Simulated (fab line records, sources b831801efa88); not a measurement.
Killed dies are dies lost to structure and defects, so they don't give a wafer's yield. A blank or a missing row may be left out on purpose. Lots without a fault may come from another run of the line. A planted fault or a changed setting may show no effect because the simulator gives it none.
Chamber matching | flow gf180mcu | GF_V3_CMP_04 on cmp-01: 4 sister chambers
The step polishes SiO2. 20 wafers are shown with their chamber, then 10 later ones without.

WAFERS WITH THEIR CHAMBER
wafer  | chamber | motor_current_A (A) | platen_rpm (rpm) | time_to_endpoint_s (s)
L275.1 | 3       | 11.4                | 60.06            | 72
L275.3 | 0       | 12.4                | 60.04            | 71
L275.5 | 1       | 10.6                | 59.99            | 66
L277.3 | 2       | 11.7                | 59.99            | 59
L277.5 | 1       | 11.4                | 60.01            | 72
L277.6 | 0       | 11.6                | 59.98            | 80
L279.2 | 1       | 10.9                | 59.93            | 71
L279.5 | 3       | 11.9                | 60.04            | 81
L279.6 | 0       | 12.0                | 60.02            | 78
L281.3 | 2       | 12.2                | 59.96            | 75
L281.4 | 0       | 12.0                | 59.97            | 80
L281.5 | 1       | 10.9                | 60.04            | 72
L285.1 | 2       | 11.3                | 59.95            | 76
L285.2 | 0       | 12.0                | 60.03            | 81
L285.5 | 1       | 11.0                | 59.97            | 80
L287.2 | 1       | 10.5                | 59.95            | 63
L287.3 | 3       | 11.6                | 60.01            | 71
L287.5 | 1       | 10.3                | 60.00            | 75
L291.1 | 0       | 12.1                | 60.06            | 69
L291.2 | 3       | 11.0                | 59.91            | 66

SIGNATURES (means of the wafers above)
reading            | chamber 0 | chamber 1 | chamber 2 | chamber 3 | scatter within a chamber
motor_current_A    | 12.017    | 10.800    | 11.733    | 11.475    | 0.35
platen_rpm         | 60.0167   | 59.9843   | 59.9667   | 60.0050   | 0.0423
time_to_endpoint_s | 76.50     | 71.29     | 70.00     | 72.50     | 6.22
Rule: a wafer's distance from a chamber is the root of the sum, over the readings, of the square of ((its reading less the chamber's mean) divided by the reading's scatter). The wafer belongs to the nearest chamber; if the next one is less than 2 further off, it can't be placed. The scatter: the root of (the sum of the squares of (reading less its chamber's mean) over the shown wafers, divided by (wafers less chambers)).

WAFERS WITHOUT THEIR CHAMBER
wafer  | motor_current_A (A) | platen_rpm (rpm) | time_to_endpoint_s (s)
L291.3 | 11.3                | 59.92            | 66
L294.3 | 11.4                | 60.03            | 58
L294.4 | 12.2                | 60.02            | 75
L294.5 | 11.5                | 59.97            | 71
L295.2 | 11.8                | 60.00            | 77
L295.3 | 11.4                | 59.98            | 61
L295.5 | 11.8                | 59.99            | 81
L298.2 | 11.9                | 60.05            | 79
L298.3 | 11.2                | 59.96            | 70
L298.5 | 11.9                | 59.95            | 79

WHICH CHAMBER EACH WENT THROUGH
wafer  | from the rows above               | in truth
L291.3 | can't be placed: 2 or 1 or 3 or 0 | 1
L294.3 | can't be placed: 3 or 2 or 1 or 0 | 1
L294.4 | can't be placed: 0 or 2 or 3      | 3
L294.5 | can't be placed: 2 or 3 or 1 or 0 | 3
L295.2 | can't be placed: 0 or 3 or 2      | 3
L295.3 | can't be placed: 2 or 3 or 1 or 0 | 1
L295.5 | can't be placed: 0 or 3 or 2      | 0
L298.2 | can't be placed: 0 or 3 or 2      | 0
L298.3 | can't be placed: 1 or 3 or 2 or 0 | 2
L298.5 | can't be placed: 2 or 0 or 3 or 1 | 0
Placed correctly: 0 of 10. Can't be placed from these rows: 10 (the true chamber is among the candidates in 10). Placed wrongly: 0.
